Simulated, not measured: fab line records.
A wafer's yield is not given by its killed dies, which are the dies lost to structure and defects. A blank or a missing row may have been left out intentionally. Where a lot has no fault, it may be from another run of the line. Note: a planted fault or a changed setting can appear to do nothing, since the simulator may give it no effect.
What tool caused it? :: flow gf180mcu :: 12 lots, 36 wafers sampled, at 4 steps of a route of 602

## WHAT THE GAUGES READ, wafer by wafer
GF_PSD_OVL_MEAS_08. Usual: PSD_OVL 0.2 nm, standard deviation 1.7.
lot: L499
measured: day 15 20:16
on: overlay-01
PSD_OVL (nm): 4.1 2.6 2.7
flag: 

lot: L501
measured: day 16 11:38
on: overlay-01
PSD_OVL (nm): 1.7 -0.5 0.2
flag: 

lot: L502
measured: day 17 01:32
on: overlay-01
PSD_OVL (nm): 2.5 3.6 2.2
flag: 

lot: L511
measured: day 20 05:17
on: overlay-01
PSD_OVL (nm): 1.1 -1.5 0.0
flag: 

lot: L512
measured: day 20 10:41
on: overlay-02
PSD_OVL (nm): 1.1 -0.2 1.1
flag: 

lot: L513
measured: day 20 15:05
on: overlay-01
PSD_OVL (nm): -2.5 -1.2 -0.3
flag: 

lot: L514
measured: day 20 22:31
on: overlay-02
PSD_OVL (nm): -3.1 -3.1 -4.2
flag: 

lot: L515
measured: day 21 09:29
on: overlay-01
PSD_OVL (nm): -2.5 1.5 0.1
flag: 

lot: L516
measured: day 21 20:04
on: overlay-02
PSD_OVL (nm): -0.9 -2.6 -2.5
flag: 

lot: L517
measured: day 22 04:17
on: overlay-02
PSD_OVL (nm): -1.0 1.1 -0.2
flag: 

lot: L518
measured: day 22 06:23
on: overlay-02
PSD_OVL (nm): 2.6 0.4 1.8
flag: 

lot: L522
measured: day 23 06:35
on: overlay-02
PSD_OVL (nm): -0.3 1.7 2.9
flag: 

GF_CONTACT_THK_MEAS_01. Usual: CONTACT_CVD_00_THK 301 nm, standard deviation 4.6.
lot: L499
measured: day 16 21:51
on: film-metro-02
CONTACT_CVD_00_THK (nm): 298 302 302
flag: 

lot: L501
measured: day 17 13:28
on: film-metro-02
CONTACT_CVD_00_THK (nm): 308 303 308
flag: 

lot: L502
measured: day 18 03:11
on: film-metro-02
CONTACT_CVD_00_THK (nm): 307 302 297
flag: 

lot: L511
measured: day 21 08:44
on: film-metro-02
CONTACT_CVD_00_THK (nm): 294 150 303 294 150 303
flag: OFF

lot: L512
measured: day 21 13:11
on: film-metro-02
CONTACT_CVD_00_THK (nm): 297 303 298
flag: 

lot: L513
measured: day 21 20:56
on: film-metro-02
CONTACT_CVD_00_THK (nm): 295 303 296
flag: 

lot: L514
measured: day 22 00:59
on: film-metro-04
CONTACT_CVD_00_THK (nm): 300 302 298
flag: 

lot: L515
measured: day 22 12:32
on: film-metro-03
CONTACT_CVD_00_THK (nm): 302 302 303
flag: 

lot: L516
measured: day 22 22:50
on: film-metro-02
CONTACT_CVD_00_THK (nm): 298 298 304
flag: 

lot: L517
measured: day 23 06:37
on: film-metro-04
CONTACT_CVD_00_THK (nm): 301 303 296
flag: 

lot: L518
measured: day 23 08:14
on: film-metro-03
CONTACT_CVD_00_THK (nm): 308 300 307
flag: 

lot: L522
measured: day 24 08:08
on: film-metro-04
CONTACT_CVD_00_THK (nm): 296 292 299
flag: 

## TOOL THAT RAN EACH LOT (tool first, then ch and the chambers of the sampled wafers, then the start)
lot: L499
GF_SALICIDE_SPUTTER_03: pvd-sputter-04, day 16 21:18
GF_CONTACT_CVD_00: hdpcvd-02 ch 1,2, day 16 21:49

lot: L501
GF_SALICIDE_SPUTTER_03: pvd-sputter-01, day 17 12:55
GF_CONTACT_CVD_00: hdpcvd-02 ch 0,1,2, day 17 13:25

lot: L502
GF_SALICIDE_SPUTTER_03: pvd-sputter-01, day 18 02:38
GF_CONTACT_CVD_00: hdpcvd-01 ch 0,1, day 18 03:08

lot: L511
GF_SALICIDE_SPUTTER_03: pvd-sputter-04, day 21 08:11
GF_CONTACT_CVD_00: hdpcvd-01 ch 0,1,2, day 21 08:40

lot: L512
GF_SALICIDE_SPUTTER_03: pvd-sputter-01, day 21 12:38
GF_CONTACT_CVD_00: hdpcvd-02 ch 1,2, day 21 13:08

lot: L513
GF_SALICIDE_SPUTTER_03: pvd-sputter-03, day 21 20:22
GF_CONTACT_CVD_00: hdpcvd-01 ch 1,2, day 21 20:52

lot: L514
GF_SALICIDE_SPUTTER_03: pvd-sputter-01, day 22 00:26
GF_CONTACT_CVD_00: hdpcvd-02 ch 0,1, day 22 00:56

lot: L515
GF_SALICIDE_SPUTTER_03: pvd-sputter-01, day 22 11:59
GF_CONTACT_CVD_00: hdpcvd-02 ch 0,1, day 22 12:29

lot: L516
GF_SALICIDE_SPUTTER_03: pvd-sputter-03, day 22 22:17
GF_CONTACT_CVD_00: hdpcvd-02 ch 0,1, day 22 22:47

lot: L517
GF_SALICIDE_SPUTTER_03: pvd-sputter-03, day 23 06:01
GF_CONTACT_CVD_00: hdpcvd-02 ch 0,1,2, day 23 06:32

lot: L518
GF_SALICIDE_SPUTTER_03: pvd-sputter-03, day 23 07:41
GF_CONTACT_CVD_00: hdpcvd-02 ch 1,2, day 23 08:11

lot: L522
GF_SALICIDE_SPUTTER_03: pvd-sputter-04, day 24 07:32
GF_CONTACT_CVD_00: hdpcvd-01 ch 0,1, day 24 08:04
- GF_SALICIDE_SPUTTER_03: material TiN, target thk 20 nm, time 16.7 s.
- GF_CONTACT_CVD_00: deposits SiO2, target thk 300 nm, time 50 s.

## AS READ BY THE TOOLS THEMSELVES (means over the sampled wafers that have a number; for cases with no such wafer, the mark the record gives instead)
GF_SALICIDE_SPUTTER_03. Usual: cathode-dc-power-W 6715.0 W, standard deviation 1.3; chamber-pressure-pa 0.3999 Pa, standard deviation 0.00083; throttle-valve-pct 29.7 %, standard deviation 1.1.
lot: L499
tool: pvd-sputter-04
cathode-dc-power-W (W): 6715.2
chamber-pressure-pa (Pa): 0.4001
throttle-valve-pct (%): 29.6
flag: 

lot: L501
tool: pvd-sputter-01
cathode-dc-power-W (W): 6715.0
chamber-pressure-pa (Pa): 0.3993
throttle-valve-pct (%): 30.2
flag: 

lot: L502
tool: pvd-sputter-01
cathode-dc-power-W (W): 6714.7
chamber-pressure-pa (Pa): 0.3996
throttle-valve-pct (%): 30.3
flag: 

lot: L511
tool: pvd-sputter-04
cathode-dc-power-W (W): 6714.0
chamber-pressure-pa (Pa): 0.3990
throttle-valve-pct (%): 31.1
flag: 

lot: L512
tool: pvd-sputter-01
cathode-dc-power-W (W): 6715.2
chamber-pressure-pa (Pa): 0.4002
throttle-valve-pct (%): 30.3
flag: 

lot: L513
tool: pvd-sputter-03
cathode-dc-power-W (W): 6715.3
chamber-pressure-pa (Pa): 0.3997
throttle-valve-pct (%): 29.0
flag: 

lot: L514
tool: pvd-sputter-01
cathode-dc-power-W (W): 6716.3
chamber-pressure-pa (Pa): 0.3999
throttle-valve-pct (%): 29.7
flag: 

lot: L515
tool: pvd-sputter-01
cathode-dc-power-W (W): 6714.6
chamber-pressure-pa (Pa): 0.4007
throttle-valve-pct (%): 30.4
flag: 

lot: L516
tool: pvd-sputter-03
cathode-dc-power-W (W): 6715.7
chamber-pressure-pa (Pa): 0.3994
throttle-valve-pct (%): 29.7
flag: 

lot: L517
tool: pvd-sputter-03
cathode-dc-power-W (W): 6714.6
chamber-pressure-pa (Pa): 0.4003
throttle-valve-pct (%): 29.0
flag: 

lot: L518
tool: pvd-sputter-03
cathode-dc-power-W (W): 6714.2
chamber-pressure-pa (Pa): 0.3994
throttle-valve-pct (%): 29.1
flag: 

lot: L522
tool: pvd-sputter-04
cathode-dc-power-W (W): 6715.1
chamber-pressure-pa (Pa): 0.4000
throttle-valve-pct (%): 29.9
flag: 

GF_CONTACT_CVD_00. Usual: pressure-mtorr 6.002 mTorr, standard deviation 0.013; sih4-flow-sccm 59.98 sccm, standard deviation 0.19.
lot: L499
tool: hdpcvd-02
pressure-mtorr (mTorr): 6.007
sih4-flow-sccm (sccm): 59.99
flag: 

lot: L501
tool: hdpcvd-02
pressure-mtorr (mTorr): 5.997
sih4-flow-sccm (sccm): 60.06
flag: 

lot: L502
tool: hdpcvd-01
pressure-mtorr (mTorr): 6.016
sih4-flow-sccm (sccm): 59.89
flag: 

lot: L511
tool: hdpcvd-01
pressure-mtorr (mTorr): 6.003
sih4-flow-sccm (sccm): 50.09
flag: OFF

lot: L512
tool: hdpcvd-02
pressure-mtorr (mTorr): 5.994
sih4-flow-sccm (sccm): 59.93
flag: 

lot: L513
tool: hdpcvd-01
pressure-mtorr (mTorr): 6.006
sih4-flow-sccm (sccm): 59.94
flag: 

lot: L514
tool: hdpcvd-02
pressure-mtorr (mTorr): 6.001
sih4-flow-sccm (sccm): 60.08
flag: 

lot: L515
tool: hdpcvd-02
pressure-mtorr (mTorr): 5.998
sih4-flow-sccm (sccm): 60.14
flag: 

lot: L516
tool: hdpcvd-02
pressure-mtorr (mTorr): 6.008
sih4-flow-sccm (sccm): 60.11
flag: 

lot: L517
tool: hdpcvd-02
pressure-mtorr (mTorr): 6.004
sih4-flow-sccm (sccm): 60.11
flag: 

lot: L518
tool: hdpcvd-02
pressure-mtorr (mTorr): 5.998
sih4-flow-sccm (sccm): 59.87
flag: 

lot: L522
tool: hdpcvd-01
pressure-mtorr (mTorr): 6.016
sih4-flow-sccm (sccm): 60.17
flag: 

## THE ANSWER, worked out from the rows above alone
Rule: take the mean of a lot's wafers that have a number; if it is more than 3 standard deviations from the usual mean, the lot is off. A lot without any number at a reading at which 4 lots or more have one is off too. The other lots that the step has rows for count as sound. The gauges are gone through in route order, then the tools' own readings, and for those a lot's mean is taken as printed above. The first step at which some lot is off is used, and at that step the reading that is off furthest; a lot without a number counts as furthest.
Off: at GF_CONTACT_THK_MEAS_01 (CONTACT_CVD_00_THK), L511.
A tool fits if, at a process step before that reading, it ran every lot that is off, and no sound lot after the first of them. The gauges at GF_CONTACT_THK_MEAS_01 aren't tried: what is off there is off at GF_CONTACT_CVD_00 too, on other tools, and a gauge's error can't cause that. Not one of the candidates tried fits.

## WHAT HAD BEEN PUT IN BY THE SIMULATOR
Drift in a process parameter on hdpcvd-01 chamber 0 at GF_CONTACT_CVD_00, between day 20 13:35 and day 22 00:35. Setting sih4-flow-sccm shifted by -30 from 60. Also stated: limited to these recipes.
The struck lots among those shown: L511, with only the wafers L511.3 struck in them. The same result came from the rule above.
